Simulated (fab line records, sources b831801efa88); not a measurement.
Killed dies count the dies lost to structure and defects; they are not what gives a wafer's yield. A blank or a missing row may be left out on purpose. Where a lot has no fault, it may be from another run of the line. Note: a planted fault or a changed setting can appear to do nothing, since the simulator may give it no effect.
Comparing a struck lot with a sound one -- flow gf180mcu -- 17 steps out of a route of 602
Sound: these wafers, L960.2, L960.3, L960.5. Wafers struck: L975.3, L975.5, L975.6. The cause comes at the end.
Each step with rows lists, per side, the tool, then ch with its chambers, then its first start. Under that, the readings that differ: sound wafers -- struck wafers -- difference of the means -- sigmas: that difference in standard deviations of wafers without a fault.
alike: same words and numbers on both sides, and readings whose means sit less than 2 such deviations apart. not compared: any withheld reading, any reading some wafer has no value for, any bound like >300 that may hide the same value, and any number with overlapping values for which the record gives no deviation.
Wherever a step has rows on one side only, a row that says differs or no value, or a row with sigmas, the two part there. Numbers that don't overlap but have no deviation are shown without sigmas and don't part them. A reading that every wafer of one side lacks parts them only if that side has two wafers or more.

first, 1 step without rows for these wafers: GF_STI_OXIDATION_01 (stabilise 600 s, purge 300 s, target thk 10 nm).
GF_STI_THK_MEAS_02:
  struck on filmMetro-04, day 5 15:32; sound on filmMetro-01, day 2 12:31
  alike: STI_OXIDATION_THK
then, 1 step without rows for these wafers: GF_STI_CVD_03 (deposits Si3N4 from DCS/NH3, target thk 207.16 nm, time 3551 s).
GF_STI_THK_MEAS_04:
  struck on filmMetro-01, day 5 17:35; sound on filmMetro-02, day 2 14:34
  alike: STI_CVD_03_THK
then, 7 steps without rows for these wafers: GF_STI_DEHYDRATE_05 (time 60 s); GF_STI_HMDS_06 (prime time 60 s); GF_STI_COAT_07 (resist thk 700 nm); GF_STI_SOFTBAKE_08 (time 60 s); GF_STI_EXPOSE_09 (exposes mask COMP, target cd 220 nm); GF_STI_PEB_10 (peb time 90 s); GF_STI_DEVELOP_11 (develop time 60 s).
GF_STI_CD_MEAS_12: target cd 220 nm.
  struck on cdSem-01, day 6 08:11; sound on cdSem-02, day 3 02:49
  alike: cdNm
GF_STI_ETCH_13: etches the open film in CHF3/O2, stops on Si, target depth 282.31 nm, time 112.9 s.
  sound on rieDiel-02 ch 0,1, day 3 02:55; struck on rieDiel-02 ch 0,1,2, day 6 08:16
reading,sound,struck,difference,sigmas
oesProductAu (a.u.),0.833 0.829 0.838,0.976 0.968 0.980,+0.141,+26
runLengthS (s),140.9 141.8 141.0,125.9 126.8 125.8,-15.1,-31
throttleValvePct (%),8.814 8.813 8.820,8.850 8.851 8.855,+0.036,+4
model.KrF_of_STI_COAT_07.thkNm (nm),438.6 435.1 438.8,472.5 472.1 472.6,+34.9,
  alike: chamberPressureMTorr, drypumpMotorCurrentA
  not compared: rfHoursCounterH
GF_STI_ETCH_14: etches Si in HBr/Cl2/O2, target depth 360 nm, time 102.9 s.
  sound on rieSi-01 ch 0,1,3, day 3 03:00; struck on rieSi-01 ch 0,1,2, day 6 08:20
reading,sound,struck,difference,sigmas
model.KrF_of_STI_COAT_07.thkNm (nm),318.7 315.1 318.7,353.7 353.4 353.2,+35.9,
  alike: chamberPressureMTorr, drypumpMotorCurrentA, oesProductAu, runLengthS, throttleValvePct
  not compared: rfHoursCounterH
GF_STI_STRIP_15: strips in O2/N2.
  sound on plasmaAsher-04 ch 0,1, day 3 03:05; struck on plasmaAsher-01 ch 0,1, day 6 08:27
reading,sound,struck,difference,sigmas
oesProductAu (a.u.),0.381 0.388 0.380,0.401 0.397 0.398,+0.016,+3
stripTimeToEndpointS (s),3.70 3.67 3.72,4.09 4.09 4.09,+0.39,+12
  alike: chamberPressureMTorr, drypumpMotorCurrentA, heaterPowerW
  not compared: rfHoursCounterH
then, 1 step without rows for these wafers: GF_STI_CLEAN_16 (cleans in dHF, time 25 s).
-- the record jumps here: 28 days lie between the struck wafers' starts before and after (it left off in module STI and takes up again in module PASSIVATION, whose first step shown is number 602 of the route) --
GF_PASSIVATION_PROBE_99:
  the record has rows for the struck wafers here (prober-02, day 34 11:59) and none for the sound ones

WHERE THEY PART
Earliest at GF_STI_ETCH_13; latest, in this record, at GF_PASSIVATION_PROBE_99.

WHY: what had been put in by the simulator
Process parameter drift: rieDiel-02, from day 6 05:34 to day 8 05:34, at GF_STI_ETCH_13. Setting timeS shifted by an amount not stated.
